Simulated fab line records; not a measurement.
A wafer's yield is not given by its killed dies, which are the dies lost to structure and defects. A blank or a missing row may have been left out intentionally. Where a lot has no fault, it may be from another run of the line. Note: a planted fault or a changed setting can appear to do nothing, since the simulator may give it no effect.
Which tool did it? ; flow sky130 ; 13 lots (39 wafers sampled), 1 step of a 708-step route

## WHAT EACH GAUGE READ, for each wafer
SKY_NWELL_TW_MEAS_15. Usual: NWELL_TW gives 1798 (standard deviation 8.6).
lot;measured;on;NWELL_TW;flag
L589;day 4 21:22;film_metro-04;1809 1808 1800;
L590;day 4 21:46;film_metro-02;1801 1794 1795;
L591;day 5 04:34;film_metro-02;1792 1788 1794;
L598;day 6 19:40;film_metro-04;1797 1800 1807;
L599;day 6 23:53;film_metro-02;1791 1792 1796;
L604;day 8 03:19;film_metro-04;1801 1799 1797;
L605;day 8 10:40;film_metro-02;1802 1803 1799;
L606;day 8 16:38;film_metro-02;1809 1799 1802;
L608;day 9 04:43;film_metro-04;1800 1794 1797;
L609;day 9 12:16;film_metro-03;1786 1781 1778;
L610;day 9 16:57;film_metro-04;1789 1785 1789;
L611;day 10 00:16;film_metro-02;1792 1790 1797;
L612;day 10 07:52;film_metro-02;1800 1795 1804;

## TOOL THAT RAN EACH LOT (tool first, then ch and the chambers of the sampled wafers, then the start)
Before these readings, the record contains no process step.

## AS READ BY THE TOOLS THEMSELVES (means over the sampled wafers that have a number; for cases with no such wafer, the mark the record gives instead)
The record holds no such reading with a usual standard deviation.

## THE ANSWER, worked out from the rows above alone
Rule: a lot counts as off when the mean over its wafers that have a number is more than 3 standard deviations away from the usual mean. Also off: a lot with no number at a reading for which 4 or more lots have one. Where the step has rows for the other lots, those lots are counted as sound. Order of review: gauges by route order, followed by the tools' own readings, for which a lot's mean as printed above is used. At the first step where some lot is off, the reading lying furthest off is the one used; lots without a number count as furthest.
None of the lots is off at any reading shown; this tells nothing.

## WHAT THE SIMULATOR PUT IN
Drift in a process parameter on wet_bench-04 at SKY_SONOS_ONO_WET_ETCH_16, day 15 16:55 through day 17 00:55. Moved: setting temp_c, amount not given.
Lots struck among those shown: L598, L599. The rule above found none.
